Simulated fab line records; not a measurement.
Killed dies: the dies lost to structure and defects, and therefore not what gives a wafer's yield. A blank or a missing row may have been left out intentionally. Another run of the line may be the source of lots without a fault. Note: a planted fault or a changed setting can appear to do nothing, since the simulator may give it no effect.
Which of the tools did it? / flow gf180mcu / 36 wafers from 12 lots sampled at 6 of the route's 602 steps

WHAT EACH GAUGE READ, for each wafer
GF_V1_THK_MEAS_01. Usual: V1_CVD_00_THK 602 nm, standard deviation 6.4.
lot=L762; measured=day 17 07:37; on=film-metro-04; V1_CVD_00_THK (nm)=598 595 599; flag=
lot=L763; measured=day 18 00:01; on=film-metro-03; V1_CVD_00_THK (nm)=592 582 590; flag=
lot=L764; measured=day 18 06:48; on=film-metro-02; V1_CVD_00_THK (nm)=592 599 598; flag=
lot=L766; measured=day 18 21:32; on=film-metro-03; V1_CVD_00_THK (nm)=604 608 604; flag=
lot=L768; measured=day 19 19:42; on=film-metro-04; V1_CVD_00_THK (nm)=609 605 607; flag=
lot=L769; measured=day 20 05:02; on=film-metro-03; V1_CVD_00_THK (nm)=603 600 602; flag=
lot=L777; measured=day 23 08:04; on=film-metro-04; V1_CVD_00_THK (nm)=593 607 600; flag=
lot=L778; measured=day 23 10:19; on=film-metro-02; V1_CVD_00_THK (nm)=607 595 599; flag=
lot=L780; measured=day 24 06:08; on=film-metro-04; V1_CVD_00_THK (nm)=583 602 585; flag=
lot=L781; measured=day 24 08:35; on=film-metro-03; V1_CVD_00_THK (nm)=599 605 590; flag=
lot=L782; measured=day 24 13:04; on=film-metro-03; V1_CVD_00_THK (nm)=605 607 600; flag=
lot=L783; measured=day 25 01:25; on=film-metro-02; V1_CVD_00_THK (nm)=610 610 609; flag=

GF_M2_RS_MEAS_05: the measuring method here is four-point-probe. Usual: M2_ALCU_RS 0.0695 ohm/sq, standard deviation 0.00077.
lot=L762; measured=day 18 09:53; on=film-metro-04; M2_ALCU_RS (ohm/sq)=0.0698 0.0689 0.0685; flag=
lot=L763; measured=day 19 02:43; on=film-metro-03; M2_ALCU_RS (ohm/sq)=0.0702 0.0695 0.0702; flag=
lot=L764; measured=day 19 08:32; on=film-metro-01; M2_ALCU_RS (ohm/sq)=0.0694 0.0700 0.0688; flag=
lot=L766; measured=day 19 23:15; on=film-metro-04; M2_ALCU_RS (ohm/sq)=0.0695 0.0685 0.0697; flag=
lot=L768; measured=day 21 01:06; on=film-metro-04; M2_ALCU_RS (ohm/sq)=0.0632 0.0640 0.0634; flag=OFF
lot=L769; measured=day 21 06:29; on=film-metro-04; M2_ALCU_RS (ohm/sq)=0.0625 0.0641 0.0627; flag=OFF
lot=L777; measured=day 24 08:53; on=film-metro-04; M2_ALCU_RS (ohm/sq)=0.0699 0.0696 0.0679; flag=
lot=L778; measured=day 24 10:50; on=film-metro-03; M2_ALCU_RS (ohm/sq)=0.0711 0.0693 0.0706; flag=
lot=L780; measured=day 25 06:16; on=film-metro-01; M2_ALCU_RS (ohm/sq)=0.0708 0.0707 0.0697; flag=
lot=L781; measured=day 25 09:14; on=film-metro-01; M2_ALCU_RS (ohm/sq)=0.0703 0.0692 0.0696; flag=
lot=L782; measured=day 25 13:08; on=film-metro-03; M2_ALCU_RS (ohm/sq)=0.0696 0.0690 0.0684; flag=
lot=L783; measured=day 26 00:52; on=film-metro-03; M2_ALCU_RS (ohm/sq)=0.0694 0.0686 0.0681; flag=

GF_M2_THK_MEAS_06: measures by xrf. Usual: M2_ALCU_THK 457 nm, standard deviation 5.6.
lot=L762; measured=day 18 10:00; on=film-metro-04; M2_ALCU_THK (nm)=454 462 467; flag=
lot=L763; measured=day 19 02:50; on=film-metro-03; M2_ALCU_THK (nm)=451 458 451; flag=
lot=L764; measured=day 19 08:40; on=film-metro-01; M2_ALCU_THK (nm)=455 456 460; flag=
lot=L766; measured=day 19 23:22; on=film-metro-04; M2_ALCU_THK (nm)=462 468 461; flag=
lot=L768; measured=day 21 01:13; on=film-metro-04; M2_ALCU_THK (nm)=503 496 499; flag=OFF
lot=L769; measured=day 21 06:36; on=film-metro-04; M2_ALCU_THK (nm)=508 497 508; flag=OFF
lot=L777; measured=day 24 08:59; on=film-metro-04; M2_ALCU_THK (nm)=458 456 469; flag=
lot=L778; measured=day 24 10:58; on=film-metro-03; M2_ALCU_THK (nm)=449 458 449; flag=
lot=L780; measured=day 25 06:23; on=film-metro-01; M2_ALCU_THK (nm)=447 450 456; flag=
lot=L781; measured=day 25 09:22; on=film-metro-01; M2_ALCU_THK (nm)=451 460 455; flag=
lot=L782; measured=day 25 13:16; on=film-metro-03; M2_ALCU_THK (nm)=459 460 466; flag=
lot=L783; measured=day 26 00:59; on=film-metro-03; M2_ALCU_THK (nm)=457 464 469; flag=

GF_M2_OVL_MEAS_15. Usual: M2_OVL 0 nm, standard deviation 5.8.
lot=L762; measured=day 19 09:25; on=overlay-02; M2_OVL (nm)=-3 0 1; flag=
lot=L763; measured=day 20 02:47; on=overlay-01; M2_OVL (nm)=-6 -5 -8; flag=
lot=L764; measured=day 20 08:38; on=overlay-02; M2_OVL (nm)=-13 0 -5; flag=
lot=L766; measured=day 21 00:04; on=overlay-01; M2_OVL (nm)=-3 7 -3; flag=
lot=L768; measured=day 22 01:05; on=overlay-01; M2_OVL (nm)=1 -1 2; flag=
lot=L769; measured=day 22 06:18; on=overlay-01; M2_OVL (nm)=6 9 7; flag=
lot=L777; measured=day 25 07:06; on=overlay-02; M2_OVL (nm)=3 0 4; flag=
lot=L778; measured=day 25 08:44; on=overlay-02; M2_OVL (nm)=1 -1 4; flag=
lot=L780; measured=day 26 03:41; on=overlay-02; M2_OVL (nm)=1 5 5; flag=
lot=L781; measured=day 26 06:52; on=overlay-01; M2_OVL (nm)=-6 0 -4; flag=
lot=L782; measured=day 26 10:26; on=overlay-01; M2_OVL (nm)=2 0 4; flag=
lot=L783; measured=day 26 22:01; on=overlay-02; M2_OVL (nm)=-5 3 -1; flag=

TOOL THAT RAN EACH LOT (tool first, then ch and the chambers of the sampled wafers, then the start)
lot=L762; GF_M2_SPUTTER_02=pvd-sputter-03, day 18 09:47; GF_M2_SPUTTER_03=pvd-sputter-03, day 18 09:49
lot=L763; GF_M2_SPUTTER_02=pvd-sputter-04, day 19 02:37; GF_M2_SPUTTER_03=pvd-sputter-04, day 19 02:39
lot=L764; GF_M2_SPUTTER_02=pvd-sputter-03, day 19 08:27; GF_M2_SPUTTER_03=pvd-sputter-03, day 19 08:29
lot=L766; GF_M2_SPUTTER_02=pvd-sputter-02, day 19 23:10; GF_M2_SPUTTER_03=pvd-sputter-02, day 19 23:11
lot=L768; GF_M2_SPUTTER_02=pvd-sputter-03, day 21 00:59; GF_M2_SPUTTER_03=pvd-sputter-03, day 21 01:01
lot=L769; GF_M2_SPUTTER_02=pvd-sputter-03, day 21 06:23; GF_M2_SPUTTER_03=pvd-sputter-03, day 21 06:25
lot=L777; GF_M2_SPUTTER_02=pvd-sputter-02, day 24 08:45; GF_M2_SPUTTER_03=pvd-sputter-02, day 24 08:47
lot=L778; GF_M2_SPUTTER_02=pvd-sputter-04, day 24 10:45; GF_M2_SPUTTER_03=pvd-sputter-04, day 24 10:47
lot=L780; GF_M2_SPUTTER_02=pvd-sputter-02, day 25 06:11; GF_M2_SPUTTER_03=pvd-sputter-02, day 25 06:13
lot=L781; GF_M2_SPUTTER_02=pvd-sputter-04, day 25 09:09; GF_M2_SPUTTER_03=pvd-sputter-04, day 25 09:11
lot=L782; GF_M2_SPUTTER_02=pvd-sputter-03, day 25 13:03; GF_M2_SPUTTER_03=pvd-sputter-03, day 25 13:05
lot=L783; GF_M2_SPUTTER_02=pvd-sputter-02, day 26 00:46; GF_M2_SPUTTER_03=pvd-sputter-02, day 26 00:48
- GF_M2_SPUTTER_02: material AlCu, target thk 450 nm, time 23.9 s.
- GF_M2_SPUTTER_03: material Ti, target thk 10 nm, time 6.7 s.

AS READ BY THE TOOLS THEMSELVES (means over the sampled wafers that have a number; for cases with no such wafer, the mark the record gives instead)
GF_M2_SPUTTER_02. Usual: cathode-dc-power-W 10600 W, standard deviation 2; throttle-valve-pct 30.4 %, standard deviation 0.76.
lot=L762; tool=pvd-sputter-03; cathode-dc-power-W (W)=10601; throttle-valve-pct (%)=31.3; flag=
lot=L763; tool=pvd-sputter-04; cathode-dc-power-W (W)=10599; throttle-valve-pct (%)=30.2; flag=
lot=L764; tool=pvd-sputter-03; cathode-dc-power-W (W)=10599; throttle-valve-pct (%)=30.7; flag=
lot=L766; tool=pvd-sputter-02; cathode-dc-power-W (W)=10601; throttle-valve-pct (%)=30.7; flag=
lot=L768; tool=pvd-sputter-03; cathode-dc-power-W (W)=11782; throttle-valve-pct (%)=29.8; flag=OFF
lot=L769; tool=pvd-sputter-03; cathode-dc-power-W (W)=11781; throttle-valve-pct (%)=31.3; flag=OFF
lot=L777; tool=pvd-sputter-02; cathode-dc-power-W (W)=10600; throttle-valve-pct (%)=30.7; flag=
lot=L778; tool=pvd-sputter-04; cathode-dc-power-W (W)=10600; throttle-valve-pct (%)=30.2; flag=
lot=L780; tool=pvd-sputter-02; cathode-dc-power-W (W)=10601; throttle-valve-pct (%)=30.3; flag=
lot=L781; tool=pvd-sputter-04; cathode-dc-power-W (W)=10600; throttle-valve-pct (%)=30.2; flag=
lot=L782; tool=pvd-sputter-03; cathode-dc-power-W (W)=10601; throttle-valve-pct (%)=30.6; flag=
lot=L783; tool=pvd-sputter-02; cathode-dc-power-W (W)=10598; throttle-valve-pct (%)=30.2; flag=

GF_M2_SPUTTER_03. Usual: cathode-dc-power-W 3000.0 W, standard deviation 0.57; throttle-valve-pct 30.4 %, standard deviation 0.77.
lot=L762; tool=pvd-sputter-03; cathode-dc-power-W (W)=3000.0; throttle-valve-pct (%)=31.2; flag=
lot=L763; tool=pvd-sputter-04; cathode-dc-power-W (W)=3000.0; throttle-valve-pct (%)=30.3; flag=
lot=L764; tool=pvd-sputter-03; cathode-dc-power-W (W)=3000.3; throttle-valve-pct (%)=30.5; flag=
lot=L766; tool=pvd-sputter-02; cathode-dc-power-W (W)=2999.8; throttle-valve-pct (%)=30.6; flag=
lot=L768; tool=pvd-sputter-03; cathode-dc-power-W (W)=2999.3; throttle-valve-pct (%)=29.7; flag=
lot=L769; tool=pvd-sputter-03; cathode-dc-power-W (W)=3000.4; throttle-valve-pct (%)=31.4; flag=
lot=L777; tool=pvd-sputter-02; cathode-dc-power-W (W)=2999.8; throttle-valve-pct (%)=30.7; flag=
lot=L778; tool=pvd-sputter-04; cathode-dc-power-W (W)=3000.2; throttle-valve-pct (%)=30.2; flag=
lot=L780; tool=pvd-sputter-02; cathode-dc-power-W (W)=2999.8; throttle-valve-pct (%)=30.3; flag=
lot=L781; tool=pvd-sputter-04; cathode-dc-power-W (W)=2999.9; throttle-valve-pct (%)=30.2; flag=
lot=L782; tool=pvd-sputter-03; cathode-dc-power-W (W)=2999.7; throttle-valve-pct (%)=30.6; flag=
lot=L783; tool=pvd-sputter-02; cathode-dc-power-W (W)=3000.4; throttle-valve-pct (%)=30.0; flag=

THE ANSWER, worked out from the rows above alone
Rule: a lot is off if the mean of its wafers that have a number lies more than 3 standard deviations from the usual mean. A lot without any number at a reading at which 4 lots or more have one is off too. Any other lot the step has rows for is counted as sound. The gauges are gone through in route order, then the tools' own readings, and for those a lot's mean is taken as printed above. At the first step where some lot is off, the reading lying furthest off is the one used; lots without a number count as furthest.
Off: L768, L769, at GF_M2_RS_MEAS_05 (M2_ALCU_RS).
If a tool, at a process step before that reading, ran all the lots that are off and no sound lot after the first of them, it fits. The gauges at GF_M2_RS_MEAS_05 aren't tried: what is off there is off at GF_M2_SPUTTER_02 too, on other tools, and a gauge's error can't cause that. None of those tried fits.

WHAT THE SIMULATOR HAD PUT IN
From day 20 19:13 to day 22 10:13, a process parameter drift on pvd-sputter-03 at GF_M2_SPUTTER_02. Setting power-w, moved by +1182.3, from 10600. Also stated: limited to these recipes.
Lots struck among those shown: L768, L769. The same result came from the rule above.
